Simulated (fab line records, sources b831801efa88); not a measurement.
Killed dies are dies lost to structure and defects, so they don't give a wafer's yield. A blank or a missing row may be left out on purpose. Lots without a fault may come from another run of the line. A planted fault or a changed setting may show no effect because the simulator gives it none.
fab line records | flow gf180mcu
record lots=5 wafers=15 last_day=33
route steps=602 shown VT_IMPLANT@92
lots that met no fault: from a run of the same line without faults
start_h: hours from the record's first day to the start of the lot's first wafer shown | wait_h: hours since the lot's step before | " the same as in the row above | L1.1+2: a row that stands for several wafers | - no value, or no start given | * or withheld: withheld | < > ~ a bound
route shown NAME@n: a module of which the file shows steps, and the number in the route of the first | usual: mean/standard deviation of fault-free wafers | same: alike in all rows | chamber/n: place in a boat | sites: the reading at each site | _std_site: their standard deviation | _edge_site: outer sites' mean less inner sites' | radius_mm: how far each site lies from the wafer's centre | mask NAME#n: copy n | behind: the tool/chamber that last shaped the wafer | hold: why the lot was held/for how many hours/how that ended | device: the transistor (n, p or np) that didn't switch | end of line: the same wafers' tests at the end of the route | a step without rows: its recipe alone | killed: dies lost to structure and defects at the first sort, not the wafer's yield | map: a wafer's dies, x killed, . not, _ none there
set.NAME: the setting as run; set.NAME@STEP: as run at that earlier step | model.NAME: the simulator's own value behind a step, which no gauge read
lots at some steps of the route; a table a step, a row a wafer
services: from which hour (start_h, from the record's first day; less than 0 if before it) a tool's chamber was out of use, for how many hours, and why
## steps
# step GF_VT_IMPLANT_COAT_02
# recipe resist=NOVOLAK spin_rpm=3000 resist_thk_nm=1000
# usual dispense_pressure_kPa=50.0/1.3
# columns lot.wafer tool chamber start_h wait_h dispense_pressure_kPa
L078.2 litho_track-02 0 127.87 0.1 49.9
L078.3 " 0 " " 49.9
L078.6 " 0 " " 49.9
L082.4 litho_track-01 0 151.97 0.1 47.1
L082.5 " 0 " " 47.1
L082.6 " 0 " " 47.1
L089.1 litho_track-02 0 193.04 0.1 49.9
L089.2 " 0 " " 49.9
L089.4 " 0 " " 49.8
L090.4 litho_track-02 0 201.32 0.1 49.9
L090.5 " 0 " " 49.9
L090.6 " 0 " " 49.9
L093.2 litho_track-04 0 220.51 0.1 51.2
L093.3 " 0 " " 51.3
L093.6 " 0 " " 51.3
# step GF_VT_IMPLANT_SOFTBAKE_03
# recipe temp_c=90 time_s=60 resist=NOVOLAK
# columns lot.wafer tool chamber start_h wait_h
L078.2+3+6 litho_track-02 0 128.02 0.1
L082.4+5+6 litho_track-01 0 152.12 0.1
L089.1+2+4 litho_track-02 0 193.19 0.1
L090.4+5+6 litho_track-02 0 201.47 0.1
L093.2+3+6 litho_track-04 0 220.66 0.1
# step GF_VT_IMPLANT_EXPOSE_04
# recipe mask_id=LVPWELL_LV_AREA target_cd_nm=600 na=0.6 source_shape=conventional sigma_outer=0.6 dose_mj=140
# usual reticle_temp_C=22.99/0.11
# columns lot.wafer tool chamber start_h wait_h mask reticle_temp_C
L078.2 iline_stepper-01 0 - - LVPWELL_LV_AREA#0 23.01
L078.3 " 0 " " LVPWELL_LV_AREA#0 22.99
L078.6 " 0 " " LVPWELL_LV_AREA#0 22.94
L082.4 iline_stepper-02 0 - - LVPWELL_LV_AREA#0 22.86
L082.5 " 0 " " LVPWELL_LV_AREA#0 22.94
L082.6 " 0 " " LVPWELL_LV_AREA#0 22.92
L089.1 iline_stepper-01 0 - - LVPWELL_LV_AREA#0 23.18
L089.2 " 0 " " LVPWELL_LV_AREA#0 23.02
L089.4 " 0 " " LVPWELL_LV_AREA#0 22.99
L090.4 iline_stepper-02 0 - - LVPWELL_LV_AREA#0 22.91
L090.5 " 0 " " LVPWELL_LV_AREA#0 22.94
L090.6 " 0 " " LVPWELL_LV_AREA#0 22.76
L093.2 iline_stepper-02 0 - - LVPWELL_LV_AREA#0 23.19
L093.3 " 0 " " LVPWELL_LV_AREA#0 23.08
L093.6 " 0 " " LVPWELL_LV_AREA#0 23.12
# step GF_VT_IMPLANT_PEB_05
# recipe temp_c=withheld time_s=* resist=NOVOLAK
# columns lot.wafer tool chamber start_h wait_h
L078.2+3+6 litho_track-02 0 - -
L082.4+5+6 litho_track-02 0 - -
L089.1+2+4 litho_track-01 0 - -
L090.4+5+6 litho_track-04 0 - -
L093.2+3+6 litho_track-04 0 - -
# step GF_VT_IMPLANT_DEVELOP_06
# recipe develop_time_s=60 dev_temp_c=23
# columns lot.wafer tool chamber start_h wait_h
L078.2+3+6 litho_track-02 0 135.22 0.1
L082.4+5+6 litho_track-02 0 159.42 0.1
L089.1+2+4 litho_track-01 0 201.84 0.1
L090.4+5+6 litho_track-04 0 209.86 0.1
L093.2+3+6 litho_track-04 0 229.86 0.1
# step GF_VT_IMPLANT_OVL_MEAS_07
# usual VT_IMPLANT_OVL=0.1/1.7
# columns lot.wafer tool chamber start_h wait_h VT_IMPLANT_OVL[nm]
L078.2 overlay-02 - 135.35 0.1 -2.5
L078.3 " - " " -2.4
L078.6 " - " " -0.8
L082.4 overlay-02 - 159.51 0.1 0.4
L082.5 " - " " 2.8
L082.6 " - " " 2.5
L089.1 overlay-01 - 201.99 0.1 -0.6
L089.2 " - " " -0.3
L089.4 " - " " -1.3
L090.4 overlay-01 - 209.95 0.1 1.2
L090.5 " - " " 0.1
L090.6 " - " " 1.5
L093.2 overlay-02 - 229.99 0.1 1.1
L093.3 " - " " 0.9
L093.6 " - " " -0.1
# step GF_VT_IMPLANT_IMPLANT_08
# recipe species=BF2 energy_kev=20 dose_cm2=8.29e+12 tilt_deg=7
# usual end_station_pressure_torr=5.05e-06/2.8e-07
# columns lot.wafer tool chamber start_h wait_h end_station_pressure_torr
L078.2 implanter-02 0 135.40 0.0 4.91e-06
L078.3 " 0 " " 5.33e-06
L078.6 " 0 " " 4.76e-06
L082.4 implanter-04 0 159.60 0.1 5.38e-06
L082.5 " 0 " " 5.15e-06
L082.6 " 0 " " 5.34e-06
L089.1 implanter-04 0 202.03 0.0 4.98e-06
L089.2 " 0 " " 5.09e-06
L089.4 " 0 " " 4.91e-06
L090.4 implanter-02 0 210.05 0.1 4.84e-06
L090.5 " 0 " " 4.96e-06
L090.6 " 0 " " 5.19e-06
L093.2 implanter-02 0 230.05 0.0 5.22e-06
L093.3 " 0 " " 4.87e-06
L093.6 " 0 " " 5.2e-06
# step GF_VT_IMPLANT_STRIP_09
# recipe chemistry=O2/N2 power_w=1400 pressure_mtorr=1500 platen_temp_c=250 o2_flow_sccm=3000 n2_flow_sccm=300 overash_fraction=0.5
# usual drypump_motor_current_A=5.74/0.25 heater_power_w=307/37 oes_product_au=0.716/0.0046 strip_time_to_endpoint_s=12.63/0.034
# same overash_fraction=0.5
# columns lot.wafer tool chamber start_h wait_h drypump_motor_current_A heater_power_w oes_product_au rf_hours_counter_h strip_time_to_endpoint_s
L078.2 plasma_asher-03 1 135.53 0.1 5.85 329 0.718 37 12.61
L078.3 " 0 " " 5.42 263 0.714 - 12.64
L078.6 " 0 " " 5.41 263 0.718 - 12.67
L082.4 plasma_asher-01 1 159.71 0.1 5.99 349 0.713 - 12.66
L082.5 " 1 " " 5.99 349 0.718 - 12.66
L082.6 " 0 " " 5.33 273 0.719 - 12.63
L089.1 plasma_asher-02 1 202.18 0.1 5.96 276 0.710 53 12.59
L089.2 " 0 " " 5.83 348 0.724 53 12.64
L089.4 " 0 " " 5.81 342 0.716 - 12.65
L090.4 plasma_asher-02 0 210.15 0.1 5.83 348 0.709 - 12.61
L090.5 " 0 " " 5.82 335 0.713 - 12.58
L090.6 " 1 " " 5.95 273 0.723 - 12.61
L093.2 plasma_asher-02 1 230.17 0.1 5.97 274 0.716 56 12.66
L093.3 " 0 " " 5.84 343 0.718 - 12.64
L093.6 " 1 " " 5.95 286 0.714 - 12.64
# step GF_VT_IMPLANT_TW_MEAS_10
# usual VT_IMPLANT_TW=562/5.3
# columns lot.wafer tool chamber start_h wait_h VT_IMPLANT_TW
L078.2 film_metro-03 - 135.64 0.1 557
L078.3 " - " " 559
L078.6 " - " " 559
L082.4 film_metro-04 - 159.81 0.1 565
L082.5 " - " " 565
L082.6 " - " " 565
L089.1 film_metro-04 - 202.28 0.1 573
L089.2 " - " " 572
L089.4 " - " " 574
L090.4 film_metro-03 - 210.25 0.1 558
L090.5 " - " " 556
L090.6 " - " " 559
L093.2 film_metro-04 - 230.28 0.1 566
L093.3 " - " " 566
L093.6 " - " " 566
# step GF_VT_IMPLANT_DEHYDRATE_11
# recipe temp_c=200 time_s=60
# columns lot.wafer tool chamber start_h wait_h
L078.2+3+6 litho_track-01 0 142.72 7.1
L082.4+5+6 litho_track-01 0 167.17 7.3
L089.1+2+4 litho_track-02 0 210.54 8.3
L090.4+5+6 litho_track-02 0 218.72 8.5
L093.2+3+6 litho_track-04 0 239.06 8.8
# step GF_VT_IMPLANT_HMDS_12
# recipe prime_time_s=60 prime_temp_c=120
# columns lot.wafer tool chamber start_h wait_h
L078.2+3+6 litho_track-01 0 142.87 0.1
L082.4+5+6 litho_track-01 0 167.32 0.1
L089.1+2+4 litho_track-02 0 210.69 0.1
L090.4+5+6 litho_track-02 0 218.87 0.1
L093.2+3+6 litho_track-04 0 239.21 0.1
# step GF_VT_IMPLANT_COAT_13
# recipe resist=NOVOLAK spin_rpm=3000 resist_thk_nm=1000
# usual dispense_pressure_kPa=49.2/1.7
# columns lot.wafer tool chamber start_h wait_h dispense_pressure_kPa
L078.2 litho_track-01 0 143.02 0.1 47.1
L078.3 " 0 " " 47.1
L078.6 " 0 " " 47.1
L082.4 litho_track-01 0 167.47 0.1 47.1
L082.5 " 0 " " 47.1
L082.6 " 0 " " 47.1
L089.1 litho_track-02 0 210.84 0.1 49.8
L089.2 " 0 " " 49.9
L089.4 " 0 " " 49.9
L090.4 litho_track-02 0 219.02 0.1 49.9
L090.5 " 0 " " 49.9
L090.6 " 0 " " 49.9
L093.2 litho_track-04 0 239.36 0.1 51.3
L093.3 " 0 " " 51.3
L093.6 " 0 " " 51.3
# step GF_VT_IMPLANT_SOFTBAKE_14
# recipe temp_c=90 time_s=60 resist=NOVOLAK
# columns lot.wafer tool chamber start_h wait_h
L078.2+3+6 litho_track-01 0 143.17 0.1
L082.4+5+6 litho_track-01 0 167.62 0.1
L089.1+2+4 litho_track-02 0 210.99 0.1
L090.4+5+6 litho_track-02 0 219.17 0.1
L093.2+3+6 litho_track-04 0 239.51 0.1
# step GF_VT_IMPLANT_EXPOSE_15
# recipe mask_id=Nwell_LV_AREA target_cd_nm=860 na=0.6 source_shape=conventional sigma_outer=0.6 dose_mj=140
# usual reticle_temp_C=23.00/0.1
# columns lot.wafer tool chamber start_h wait_h mask reticle_temp_C
L078.2 iline_stepper-01 0 - - Nwell_LV_AREA#0 23.01
L078.3 " 0 " " Nwell_LV_AREA#0 22.97
L078.6 " 0 " " Nwell_LV_AREA#0 23.02
L082.4 iline_stepper-01 0 - - Nwell_LV_AREA#0 22.99
L082.5 " 0 " " Nwell_LV_AREA#0 22.88
L082.6 " 0 " " Nwell_LV_AREA#0 22.89
L089.1 iline_stepper-02 0 - - Nwell_LV_AREA#0 23.01
L089.2 " 0 " " Nwell_LV_AREA#0 23.07
L089.4 " 0 " " Nwell_LV_AREA#0 22.83
L090.4 iline_stepper-02 0 - - Nwell_LV_AREA#0 22.82
L090.5 " 0 " " Nwell_LV_AREA#0 23.14
L090.6 " 0 " " Nwell_LV_AREA#0 22.97
L093.2 iline_stepper-01 0 - - Nwell_LV_AREA#0 22.86
L093.3 " 0 " " Nwell_LV_AREA#0 22.95
L093.6 " 0 " " Nwell_LV_AREA#0 22.97
# step GF_VT_IMPLANT_PEB_16
# recipe temp_c=withheld time_s=* resist=NOVOLAK
# columns lot.wafer tool chamber start_h wait_h
L078.2+3+6 litho_track-04 0 - -
L082.4+5+6 litho_track-02 0 - -
L089.1+2+4 litho_track-01 0 - -
L090.4+5+6 litho_track-04 0 - -
L093.2+3+6 litho_track-01 0 - -
# step GF_VT_IMPLANT_DEVELOP_17
# recipe develop_time_s=60 dev_temp_c=23
# columns lot.wafer tool chamber start_h wait_h
L078.2+3+6 litho_track-04 0 150.51 0.1
L082.4+5+6 litho_track-02 0 175.47 0.1
L089.1+2+4 litho_track-01 0 219.59 0.1
L090.4+5+6 litho_track-04 0 228.01 0.1
L093.2+3+6 litho_track-01 0 248.27 0.1
# step GF_VT_IMPLANT_OVL_MEAS_18
# usual VT_IMPLANT_01_OVL=-0.5/1.7
# columns lot.wafer tool chamber start_h wait_h VT_IMPLANT_01_OVL[nm]
L078.2 overlay-01 - 150.64 0.1 0.0
L078.3 " - " " 1.1
L078.6 " - " " 0.1
L082.4 overlay-01 - 175.56 0.1 1.8
L082.5 " - " " 2.1
L082.6 " - " " 1.7
L089.1 overlay-01 - 219.74 0.1 -1.3
L089.2 " - " " 0.5
L089.4 " - " " -0.2
L090.4 overlay-02 - 228.10 0.1 0.4
L090.5 " - " " 0.3
L090.6 " - " " 1.2
L093.2 overlay-02 - 248.40 0.1 2.6
L093.3 " - " " 1.2
L093.6 " - " " 2.6
# step GF_VT_IMPLANT_IMPLANT_19
# recipe species=As energy_kev=100 dose_cm2=4.35e+12 tilt_deg=7
# usual end_station_pressure_torr=5.06e-06/2.7e-07
# columns lot.wafer tool chamber start_h wait_h end_station_pressure_torr
L078.2 implanter-04 0 150.70 0.0 4.84e-06
L078.3 " 0 " " 4.56e-06
L078.6 " 0 " " 5.15e-06
L082.4 implanter-01 0 175.65 0.1 5.32e-06
L082.5 " 0 " " 5.21e-06
L082.6 " 0 " " 4.97e-06
L089.1 implanter-01 0 219.78 0.0 4.79e-06
L089.2 " 0 " " 5.12e-06
L089.4 " 0 " " 5.04e-06
L090.4 implanter-04 0 228.20 0.1 5.03e-06
L090.5 " 0 " " 4.43e-06
L090.6 " 0 " " 5.59e-06
L093.2 implanter-02 0 248.45 0.0 5.3e-06
L093.3 " 0 " " 5.29e-06
L093.6 " 0 " " 5.29e-06
# step GF_VT_IMPLANT_STRIP_20
# recipe chemistry=O2/N2 power_w=1400 pressure_mtorr=1500 platen_temp_c=250 o2_flow_sccm=3000 n2_flow_sccm=300 overash_fraction=0.5
# usual drypump_motor_current_A=5.69/0.26 heater_power_w=304/38 oes_product_au=0.716/0.0043 strip_time_to_endpoint_s=12.62/0.035
# same overash_fraction=0.5
# columns lot.wafer tool chamber start_h wait_h drypump_motor_current_A heater_power_w oes_product_au rf_hours_counter_h strip_time_to_endpoint_s
L078.2 plasma_asher-03 0 150.82 0.1 5.40 258 0.715 39 12.67
L078.3 " 0 " " 5.42 267 0.711 - 12.66
L078.6 " 1 " " 5.86 325 0.714 - 12.67
L082.4 plasma_asher-03 1 175.76 0.1 5.87 334 0.719 - 12.57
L082.5 " 0 " " 5.39 264 0.713 - 12.61
L082.6 " 1 " " 5.85 338 0.716 - 12.61
L089.1 plasma_asher-03 1 219.93 0.1 5.85 334 0.716 46 12.62
L089.2 " 0 " " 5.41 267 0.714 46 12.62
L089.4 " 1 " " 5.83 329 0.714 - 12.66
L090.4 plasma_asher-01 0 228.30 0.1 5.30 270 0.715 - 12.61
L090.5 " 1 " " 5.98 361 0.720 - 12.56
L090.6 " 0 " " 5.30 274 0.716 - 12.58
L093.2 plasma_asher-01 1 248.58 0.1 5.97 343 0.711 11 12.65
L093.3 " 1 " " 5.99 351 0.717 - 12.71
L093.6 " 1 " " 5.98 349 0.717 - 12.63
# step GF_VT_IMPLANT_TW_MEAS_21
# usual VT_IMPLANT_2_TW=1207/11
# columns lot.wafer tool chamber start_h wait_h VT_IMPLANT_2_TW
L078.2 film_metro-03 - 150.93 0.1 1197
L078.3 " - " " 1196
L078.6 " - " " 1195
L082.4 film_metro-03 - 175.86 0.1 1206
L082.5 " - " " 1206
L082.6 " - " " 1205
L089.1 film_metro-04 - 220.03 0.1 1217
L089.2 " - " " 1218
L089.4 " - " " 1215
L090.4 film_metro-03 - 228.40 0.1 1198
L090.5 " - " " 1202
L090.6 " - " " 1199
L093.2 film_metro-01 - 248.69 0.1 1211
L093.3 " - " " 1209
L093.6 " - " " 1216
# step GF_VT_IMPLANT_DEHYDRATE_22
# recipe temp_c=200 time_s=60
# columns lot.wafer tool chamber start_h wait_h
L078.2+3+6 litho_track-01 0 158.02 7.1
L082.4+5+6 litho_track-02 0 183.57 7.7
L089.1+2+4 litho_track-01 0 228.54 8.5
L090.4+5+6 litho_track-01 0 237.62 9.2
L093.2+3+6 litho_track-01 0 257.77 9.1
# step GF_VT_IMPLANT_HMDS_23
# recipe prime_time_s=60 prime_temp_c=120
# columns lot.wafer tool chamber start_h wait_h
L078.2+3+6 litho_track-01 0 158.17 0.1
L082.4+5+6 litho_track-02 0 183.72 0.1
L089.1+2+4 litho_track-01 0 228.69 0.1
L090.4+5+6 litho_track-01 0 237.77 0.1
L093.2+3+6 litho_track-01 0 257.92 0.1
# step GF_VT_IMPLANT_COAT_24
# recipe resist=NOVOLAK spin_rpm=3000 resist_thk_nm=1000
# usual dispense_pressure_kPa=48.9/1.6
# columns lot.wafer tool chamber start_h wait_h dispense_pressure_kPa
L078.2 litho_track-01 0 158.32 0.1 47.1
L078.3 " 0 " " 47.1
L078.6 " 0 " " 47.1
L082.4 litho_track-02 0 183.87 0.1 49.8
L082.5 " 0 " " 49.8
L082.6 " 0 " " 49.9
L089.1 litho_track-01 0 228.84 0.1 47.1
L089.2 " 0 " " 47.1
L089.4 " 0 " " 47.1
L090.4 litho_track-01 0 237.92 0.1 47.1
L090.5 " 0 " " 47.1
L090.6 " 0 " " 47.1
L093.2 litho_track-01 0 258.07 0.1 47.1
L093.3 " 0 " " 47.1
L093.6 " 0 " " 47.1
# step GF_VT_IMPLANT_SOFTBAKE_25
# recipe temp_c=90 time_s=60 resist=NOVOLAK
# columns lot.wafer tool chamber start_h wait_h
L078.2+3+6 litho_track-01 0 158.47 0.1
L082.4+5+6 litho_track-02 0 184.02 0.1
L089.1+2+4 litho_track-01 0 228.99 0.1
L090.4+5+6 litho_track-01 0 238.07 0.1
L093.2+3+6 litho_track-01 0 258.22 0.1
# step GF_VT_IMPLANT_EXPOSE_26
# recipe mask_id=LVPWELL_HV_AREA target_cd_nm=860 na=0.6 source_shape=conventional sigma_outer=0.6 dose_mj=140
# usual reticle_temp_C=23.01/0.1
# columns lot.wafer tool chamber start_h wait_h mask reticle_temp_C
L078.2 iline_stepper-01 0 - - LVPWELL_HV_AREA#0 23.08
L078.3 " 0 " " LVPWELL_HV_AREA#0 23.03
L078.6 " 0 " " LVPWELL_HV_AREA#0 22.93
L082.4 iline_stepper-01 0 - - LVPWELL_HV_AREA#0 23.01
L082.5 " 0 " " LVPWELL_HV_AREA#0 22.91
L082.6 " 0 " " LVPWELL_HV_AREA#0 22.97
L089.1 iline_stepper-02 0 - - LVPWELL_HV_AREA#0 22.86
L089.2 " 0 " " LVPWELL_HV_AREA#0 22.95
L089.4 " 0 " " LVPWELL_HV_AREA#0 23.05
L090.4 iline_stepper-02 0 - - LVPWELL_HV_AREA#0 22.76
L090.5 " 0 " " LVPWELL_HV_AREA#0 23.04
L090.6 " 0 " " LVPWELL_HV_AREA#0 23.04
L093.2 iline_stepper-02 0 - - LVPWELL_HV_AREA#0 23.00
L093.3 " 0 " " LVPWELL_HV_AREA#0 22.91
L093.6 " 0 " " LVPWELL_HV_AREA#0 22.92
# step GF_VT_IMPLANT_PEB_27
# recipe temp_c=withheld time_s=* resist=NOVOLAK
# columns lot.wafer tool chamber start_h wait_h
L078.2+3+6 litho_track-01 0 - -
L082.4+5+6 litho_track-02 0 - -
L089.1+2+4 litho_track-04 0 - -
L090.4+5+6 litho_track-02 0 - -
L093.2+3+6 litho_track-01 0 - -
# step GF_VT_IMPLANT_DEVELOP_28
# recipe develop_time_s=60 dev_temp_c=23
# columns lot.wafer tool chamber start_h wait_h
L078.2+3+6 litho_track-01 0 166.37 0.1
L082.4+5+6 litho_track-02 0 192.02 0.1
L089.1+2+4 litho_track-04 0 238.23 0.1
L090.4+5+6 litho_track-02 0 246.87 0.1
L093.2+3+6 litho_track-01 0 267.37 0.1
# step GF_VT_IMPLANT_OVL_MEAS_29
# usual VT_IMPLANT_02_OVL=1.2/1.8
# columns lot.wafer tool chamber start_h wait_h VT_IMPLANT_02_OVL[nm]
L078.2 overlay-02 - 166.50 0.1 1.5
L078.3 " - " " 2.6
L078.6 " - " " 1.2
L082.4 overlay-01 - 192.11 0.1 -1.2
L082.5 " - " " 0.8
L082.6 " - " " 0.8
L089.1 overlay-01 - 238.38 0.1 2.6
L089.2 " - " " 2.7
L089.4 " - " " 3.2
L090.4 overlay-02 - 246.96 0.1 -0.5
L090.5 " - " " 1.1
L090.6 " - " " 0.7
L093.2 overlay-01 - 267.50 0.1 1.8
L093.3 " - " " 1.5
L093.6 " - " " 0.7
# step GF_VT_IMPLANT_IMPLANT_30
# recipe species=B energy_kev=25 dose_cm2=2.534e+12 tilt_deg=7
# usual end_station_pressure_torr=4.97e-06/2.6e-07
# columns lot.wafer tool chamber start_h wait_h end_station_pressure_torr
L078.2 implanter-01 0 166.55 0.0 4.97e-06
L078.3 " 0 " " 4.92e-06
L078.6 " 0 " " 4.9e-06
L082.4 implanter-02 0 192.20 0.1 5.33e-06
L082.5 " 0 " " 4.79e-06
L082.6 " 0 " " 4.95e-06
L089.1 implanter-01 0 238.42 0.0 4.85e-06
L089.2 " 0 " " 5.33e-06
L089.4 " 0 " " 5.36e-06
L090.4 implanter-04 0 247.05 0.1 5.05e-06
L090.5 " 0 " " 5.01e-06
L090.6 " 0 " " 5.32e-06
L093.2 implanter-04 0 267.55 0.0 4.58e-06
L093.3 " 0 " " 5.17e-06
L093.6 " 0 " " 5.28e-06
# step GF_VT_IMPLANT_STRIP_31
# recipe chemistry=O2/N2 power_w=1400 pressure_mtorr=1457 platen_temp_c=250 o2_flow_sccm=3000 n2_flow_sccm=300 overash_fraction=0.5
# usual drypump_motor_current_A=5.71/0.28 heater_power_w=308/39 oes_product_au=0.711/0.0044 strip_time_to_endpoint_s=12.72/0.036
# same overash_fraction=0.5
# columns lot.wafer tool chamber start_h wait_h drypump_motor_current_A heater_power_w oes_product_au rf_hours_counter_h strip_time_to_endpoint_s
L078.2 plasma_asher-01 1 166.68 0.1 5.97 357 0.704 4 12.75
L078.3 " 0 " " 5.30 267 0.709 - 12.70
L078.6 " 1 " " 5.97 355 0.707 - 12.75
L082.4 plasma_asher-03 1 192.31 0.1 5.87 334 0.710 - 12.71
L082.5 " 0 " " 5.41 259 0.713 - 12.74
L082.6 " 1 " " 5.86 330 0.713 - 12.73
L089.1 plasma_asher-02 1 238.57 0.1 5.96 278 0.720 57 12.73
L089.2 " 0 " " 5.80 346 0.712 57 12.71
L089.4 " 1 " " 5.96 278 0.707 - 12.71
L090.4 plasma_asher-01 1 247.16 0.1 5.97 356 0.714 - 12.71
L090.5 " 0 " " 5.31 264 0.701 - 12.70
L090.6 " 1 " " 5.97 364 0.709 - 12.75
L093.2 plasma_asher-01 0 267.68 0.1 5.28 276 0.716 13 12.76
L093.3 " 0 " " 5.31 268 0.705 - 12.72
L093.6 " 1 " " 5.98 359 0.710 - 12.75
# step GF_VT_IMPLANT_TW_MEAS_32
# usual VT_IMPLANT_3_TW=267.4/2.5
# columns lot.wafer tool chamber start_h wait_h VT_IMPLANT_3_TW
L078.2 film_metro-01 - 166.79 0.1 266.4
L078.3 " - " " 265.3
L078.6 " - " " 264.1
L082.4 film_metro-03 - 192.41 0.1 264.0
L082.5 " - " " 265.3
L082.6 " - " " 264.5
L089.1 film_metro-04 - 238.67 0.1 270.0
L089.2 " - " " 270.4
L089.4 " - " " 270.1
L090.4 film_metro-04 - 247.26 0.1 271.2
L090.5 " - " " 269.5
L090.6 " - " " 270.0
L093.2 film_metro-03 - 267.79 0.1 265.3
L093.3 " - " " 265.6
L093.6 " - " " 263.9
# step GF_VT_IMPLANT_DEHYDRATE_33
# recipe temp_c=200 time_s=60
# columns lot.wafer tool chamber start_h wait_h
L078.2+3+6 litho_track-02 0 174.32 7.5
L082.4+5+6 litho_track-02 0 200.42 8.0
L089.1+2+4 litho_track-04 0 246.88 8.2
L090.4+5+6 litho_track-01 0 255.87 8.6
L093.2+3+6 litho_track-02 0 277.07 9.3
# step GF_VT_IMPLANT_HMDS_34
# recipe prime_time_s=60 prime_temp_c=120
# columns lot.wafer tool chamber start_h wait_h
L078.2+3+6 litho_track-02 0 174.47 0.1
L082.4+5+6 litho_track-02 0 200.57 0.1
L089.1+2+4 litho_track-04 0 247.03 0.1
L090.4+5+6 litho_track-01 0 256.02 0.1
L093.2+3+6 litho_track-02 0 277.22 0.1
# step GF_VT_IMPLANT_COAT_35
# recipe resist=NOVOLAK spin_rpm=3000 resist_thk_nm=1000
# usual dispense_pressure_kPa=49.3/1.7
# columns lot.wafer tool chamber start_h wait_h dispense_pressure_kPa
L078.2 litho_track-02 0 174.62 0.1 49.8
L078.3 " 0 " " 49.9
L078.6 " 0 " " 49.9
L082.4 litho_track-02 0 200.72 0.1 49.9
L082.5 " 0 " " 49.8
L082.6 " 0 " " 49.8
L089.1 litho_track-04 0 247.18 0.1 51.3
L089.2 " 0 " " 51.2
L089.4 " 0 " " 51.3
L090.4 litho_track-01 0 256.17 0.1 47.1
L090.5 " 0 " " 47.1
L090.6 " 0 " " 47.1
L093.2 litho_track-02 0 277.37 0.1 49.8
L093.3 " 0 " " 49.8
L093.6 " 0 " " 49.9
# step GF_VT_IMPLANT_SOFTBAKE_36
# recipe temp_c=90 time_s=60 resist=NOVOLAK
# columns lot.wafer tool chamber start_h wait_h
L078.2+3+6 litho_track-02 0 174.77 0.1
L082.4+5+6 litho_track-02 0 200.87 0.1
L089.1+2+4 litho_track-04 0 247.33 0.1
L090.4+5+6 litho_track-01 0 256.32 0.1
L093.2+3+6 litho_track-02 0 277.52 0.1
# step GF_VT_IMPLANT_EXPOSE_37
# recipe mask_id=Nwell_HV_AREA target_cd_nm=860 na=0.6 source_shape=conventional sigma_outer=0.6 dose_mj=140
# usual reticle_temp_C=23.01/0.093
# columns lot.wafer tool chamber start_h wait_h mask reticle_temp_C
L078.2 iline_stepper-01 0 - - Nwell_HV_AREA#0 22.99
L078.3 " 0 " " Nwell_HV_AREA#0 23.00
L078.6 " 0 " " Nwell_HV_AREA#0 22.97
L082.4 iline_stepper-01 0 - - Nwell_HV_AREA#0 23.18
L082.5 " 0 " " Nwell_HV_AREA#0 23.18
L082.6 " 0 " " Nwell_HV_AREA#0 23.16
L089.1 iline_stepper-02 0 - - Nwell_HV_AREA#0 23.05
L089.2 " 0 " " Nwell_HV_AREA#0 22.72
L089.4 " 0 " " Nwell_HV_AREA#0 22.87
L090.4 iline_stepper-02 0 - - Nwell_HV_AREA#0 23.03
L090.5 " 0 " " Nwell_HV_AREA#0 23.09
L090.6 " 0 " " Nwell_HV_AREA#0 23.02
L093.2 iline_stepper-01 0 - - Nwell_HV_AREA#0 23.12
L093.3 " 0 " " Nwell_HV_AREA#0 22.93
L093.6 " 0 " " Nwell_HV_AREA#0 23.05
# step GF_VT_IMPLANT_PEB_38
# recipe temp_c=withheld time_s=* resist=NOVOLAK
# columns lot.wafer tool chamber start_h wait_h
L078.2+3+6 litho_track-01 0 - -
L082.4+5+6 litho_track-01 0 - -
L089.1+2+4 litho_track-04 0 - -
L090.4+5+6 litho_track-04 0 - -
L093.2+3+6 litho_track-04 0 - -
# step GF_VT_IMPLANT_DEVELOP_39
# recipe develop_time_s=60 dev_temp_c=23
# columns lot.wafer tool chamber start_h wait_h
L078.2+3+6 litho_track-01 0 182.87 0.1
L082.4+5+6 litho_track-01 0 209.32 0.1
L089.1+2+4 litho_track-04 0 256.43 0.1
L090.4+5+6 litho_track-04 0 265.36 0.1
L093.2+3+6 litho_track-04 0 286.86 0.1
# step GF_VT_IMPLANT_OVL_MEAS_40
# usual VT_IMPLANT_03_OVL=-0.1/1.2
# columns lot.wafer tool chamber start_h wait_h VT_IMPLANT_03_OVL[nm]
L078.2 overlay-01 - 183.00 0.1 -0.9
L078.3 " - " " -1.1
L078.6 " - " " -0.8
L082.4 overlay-02 - 209.41 0.1 -1.0
L082.5 " - " " 0.1
L082.6 " - " " -2.5
L089.1 overlay-02 - 256.58 0.1 -1.4
L089.2 " - " " -0.2
L089.4 " - " " -0.7
L090.4 overlay-02 - 265.46 0.1 -0.3
L090.5 " - " " 1.8
L090.6 " - " " 1.0
L093.2 overlay-01 - 286.99 0.1 0.0
L093.3 " - " " 0.3
L093.6 " - " " -1.0
# step GF_VT_IMPLANT_IMPLANT_41
# recipe species=As energy_kev=70 dose_cm2=1.013e+12 tilt_deg=7
# usual end_station_pressure_torr=4.95e-06/2.6e-07
# columns lot.wafer tool chamber start_h wait_h end_station_pressure_torr
L078.2 implanter-01 0 183.05 0.0 4.75e-06
L078.3 " 0 " " 5.27e-06
L078.6 " 0 " " 5.04e-06
L082.4 implanter-01 0 209.50 0.1 5.1e-06
L082.5 " 0 " " 5.37e-06
L082.6 " 0 " " 4.88e-06
L089.1 implanter-02 0 256.62 0.0 5.14e-06
L089.2 " 0 " " 5.18e-06
L089.4 " 0 " " 4.68e-06
L090.4 implanter-02 0 265.56 0.1 5.14e-06
L090.5 " 0 " " 5.08e-06
L090.6 " 0 " " 4.68e-06
L093.2 implanter-01 0 287.04 0.0 5.17e-06
L093.3 " 0 " " 5.17e-06
L093.6 " 0 " " 5.03e-06
## services
# columns tool chamber start_h hours kind
plasma_asher-01 - 108.75 9.0 pm
plasma_asher-01 0 108.75 9.0 vent_cycle
plasma_asher-02 - 116.65 5.8 repair
plasma_asher-01 - 129.51 14.6 pm
iline_stepper-02 - 144.97 2.1 pm
implanter-02 - 146.55 20.2 pm
iline_stepper-02 - 147.05 - consumable_replace:lamp
implanter-01 - 161.21 5.0 repair
implanter-02 - 166.77 9.5 pm
implanter-02 - 169.11 4.1 repair
plasma_asher-03 - 172.22 1.0 repair
implanter-01 - 201.94 2.0 repair
plasma_asher-01 - 205.78 6.8 repair
iline_stepper-01 - 206.26 2.1 repair
plasma_asher-02 - 214.61 4.2 repair
implanter-01 - 215.17 1.1 repair
iline_stepper-01 - 227.05 1.7 pm
iline_stepper-02 - 239.01 1.7 pm
iline_stepper-01 - 247.17 13.0 repair
implanter-04 - 267.95 2.7 repair
implanter-02 - 269.10 3.4 pm
implanter-04 - 272.30 2.5 pm
implanter-02 - 281.51 6.3 repair
plasma_asher-01 - 283.09 15.6 pm
## key
fault none
